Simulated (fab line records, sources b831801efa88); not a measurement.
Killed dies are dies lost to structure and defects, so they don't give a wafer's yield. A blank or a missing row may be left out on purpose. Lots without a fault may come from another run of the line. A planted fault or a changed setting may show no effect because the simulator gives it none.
A struck lot beside a sound one | flow sky130 | 5 steps out of a route of 708
Sound: wafers L958.2, L958.3, L958.6. Struck: wafers L964.2, L964.3, L964.6. The cause comes at the end.
At each step with rows: each side's tool, then ch and its chambers, then its first start. Under that, the readings that differ: sound wafers | struck wafers | difference of the means | sigmas: that difference in standard deviations of wafers without a fault.
alike: readings whose means differ by less than 2 such deviations, and words and numbers that are the same on both sides. not compared: withheld readings, readings that some wafer has no value for, bounds like >300 that may hide the same value, and numbers for which the record gives no deviation and whose values overlap.
The two part at a step that has a row with sigmas, a row that says differs or no value, or rows on one side only. Numbers that don't overlap but have no deviation are shown without sigmas and don't part them. A reading that every wafer of one side lacks parts them only if that side has two wafers or more.

SKY_FIELD_ISO_BOW_MEAS_00:
  sound on film_metro-01, day 1 15:01; struck on film_metro-04, day 2 21:01
  alike: INCOMING_BOW
then, 1 step without rows for these wafers: SKY_FIELD_ISO_OXIDATION_01 (stabilise 600 s, purge 300 s, target thk 12 nm).
SKY_FIELD_ISO_THK_MEAS_02:
  sound on film_metro-01, day 1 17:22; struck on film_metro-04, day 2 23:22
  alike: FIELD_ISO_OXIDATION_00_THK
SKY_FIELD_ISO_CVD_03: deposits Si3N4 from DCS/NH3, target thk 165 nm, time 2830 s.
  sound on lpcvd-02 ch 1, day 1 18:22; struck on lpcvd-02 ch 1, day 2 23:25
  no value came back on the struck wafers for pressure_mtorr (mTorr), spike_tc_bottom_C (C), spike_tc_centre_C (C), spike_tc_upper_C (C); on the sound wafers pressure_mtorr (mTorr) reads 250.2 250.8 249.5
SKY_PAD_OPEN_PROBE_99:
  the record has rows for the sound wafers here (prober-02, day 46 09:04) and none for the struck ones

WHERE THEY PART
First at SKY_FIELD_ISO_CVD_03; last, within this record, at SKY_PAD_OPEN_PROBE_99.

WHY: what the simulator had put in
Skipped step whole: lpcvd-02, from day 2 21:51 on, at SKY_FIELD_ISO_CVD_03. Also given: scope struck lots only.
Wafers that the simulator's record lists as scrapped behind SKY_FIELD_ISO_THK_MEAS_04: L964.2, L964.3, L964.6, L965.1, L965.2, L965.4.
